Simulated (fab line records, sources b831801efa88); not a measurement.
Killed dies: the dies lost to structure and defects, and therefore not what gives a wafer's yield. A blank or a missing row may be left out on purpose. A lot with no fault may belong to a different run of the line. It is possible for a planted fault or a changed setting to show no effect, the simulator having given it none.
One fault seen from 2 desks / flow gf180mcu / each desk holds nothing but its own numbers, with what lay behind them at the end

## AT THE METROLOGY DESK
Lot by lot, what the gauges showed, no matter which tool ran the lot: averages of those sampled wafers that carry a number. Marked OUT: a lot whose mean sits more than 4 standard deviations from the usual mean, which makes it out of limits; the brackets give that distance.
Columns: A = M4_ALCU_THK at GF_M4_THK_MEAS_06, usual 450 nm
lot=L644; first seen here=day 22 19:22; A=453
lot=L647; first seen here=day 24 01:04; A=443
lot=L649; first seen here=day 24 18:23; A=442
lot=L650; first seen here=day 25 10:48; A=448
lot=L651; first seen here=day 25 14:45; A=447
lot=L652; first seen here=day 25 20:08; A=451
lot=L653; first seen here=day 26 07:40; A=453
lot=L654; first seen here=day 26 14:00; A=451
lot=L655; first seen here=day 26 19:47; A=451
lot=L656; first seen here=day 27 00:25; A=451
lot=L660; first seen here=day 28 06:35; A=450
lot=L661; first seen here=day 28 13:21; A=455
lot=L666; first seen here=day 29 20:04; A=448
This desk's verdict: no lot among the 13 shows anything out of limits.

## AT THE TOOL OWNER'S DESK: rie diel-01
The tool's own readings at GF_V5_ETCH_17 (etches SiO2 in C4F8/O2/Ar, stops on TiN, target depth 855 nm): means of the sampled wafers that have a number, for each lot that ran on this tool. Marked OUT: a lot whose mean sits more than 4 standard deviations from the usual mean, which makes it out of limits; the brackets give that distance.
Columns: A = oes product au at GF_V5_ETCH_17, usual 0.859 a.u.
lot=L654; first seen here=day 30 20:00; A=0.860
lot=L660; first seen here=day 32 07:00; A=0.853
lot=L661; first seen here=day 32 13:00; A=0.861
This desk's verdict: no lot among the 3 shows anything out of limits.

## TAKEN TOGETHER
Nothing out of limits was seen by the metrology desk.
The desk of the tool owner found nothing out of limits.

## WHAT THE SIMULATOR HAD PUT IN
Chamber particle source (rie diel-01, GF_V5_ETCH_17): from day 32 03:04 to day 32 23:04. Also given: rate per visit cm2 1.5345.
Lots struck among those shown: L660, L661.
